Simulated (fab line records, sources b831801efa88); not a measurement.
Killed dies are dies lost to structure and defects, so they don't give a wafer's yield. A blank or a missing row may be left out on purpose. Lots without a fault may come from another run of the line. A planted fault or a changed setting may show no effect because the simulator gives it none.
One fault seen from 2 desks | flow gf180mcu | each desk has only its own numbers; what lay behind them comes last

THE TOOL OWNER'S DESK: pecvd-01
The tool's own readings at GF_V4_CVD_02 (deposits SiO2 from TEOS, target thk 850 nm, time 94.851 s): means of the sampled wafers that have a number, for each lot that ran on this tool. A lot is out of limits, marked OUT, if its mean lies more than 4 standard deviations from the usual mean; the brackets give that distance.
Columns: A = heater_power_w at GF_V4_CVD_02, usual 650 W; B = susceptor_temp_C at GF_V4_CVD_02, usual 400.04 C
lot  | first seen here | A   | B
L952 | day 23 21:49    | 649 | 400.24
L953 | day 24 02:52    | 655 | 399.97
L955 | day 24 20:06    | 617 | 400.19
L958 | day 25 21:30    | 672 | 399.92
L959 | day 26 08:20    | 665 | 400.14
L961 | day 26 22:38    | 612 | 399.81
L962 | day 27 03:53    | 625 | 400.14
L969 | day 29 05:44    | 569 | 400.04
L970 | day 29 09:54    | 617 | 399.95
L971 | day 29 15:40    | 539 | 399.90
This desk's finding: nothing out of limits on any of the 10 lots.

THE METROLOGY DESK
What the gauges read, lot by lot, whatever tool the lot ran on: means of the sampled wafers that have a number. A lot is out of limits, marked OUT, if its mean lies more than 4 standard deviations from the usual mean; the brackets give that distance.
Columns: A = M5_OVL at GF_M5_OVL_MEAS_08, usual 3 nm; B = PASSIVATION_CVD_02_THK at GF_PASSIVATION_THK_MEAS_03, usual 701 nm
lot  | first seen here | A  | B
L952 | day 26 15:32    | 11 | 696
L953 | day 26 18:23    | 7  | 706
L955 | day 27 14:15    | 13 | 714
L958 | day 28 13:23    | 2  | 695
L959 | day 28 22:23    | 13 | 707
L960 | day 28 23:02    | -2 | 699
L961 | day 29 12:45    | 3  | 708
L962 | day 29 16:56    | -0 | 695
L963 | day 30 01:23    | 3  | 704
L964 | day 30 08:08    | 2  | 690
L965 | day 30 14:17    | 4  | 708
L969 | day 31 16:17    | 11 | 708
L970 | day 31 18:56    | 6  | 692
L971 | day 31 23:12    | 0  | 707
L974 | day 32 19:50    | 10 | 688
This desk's finding: nothing out of limits on any of the 15 lots.

PUT TOGETHER
The tool owner's desk saw nothing out of limits.
The metrology desk saw nothing out of limits.

WHAT THE SIMULATOR HAD PUT IN
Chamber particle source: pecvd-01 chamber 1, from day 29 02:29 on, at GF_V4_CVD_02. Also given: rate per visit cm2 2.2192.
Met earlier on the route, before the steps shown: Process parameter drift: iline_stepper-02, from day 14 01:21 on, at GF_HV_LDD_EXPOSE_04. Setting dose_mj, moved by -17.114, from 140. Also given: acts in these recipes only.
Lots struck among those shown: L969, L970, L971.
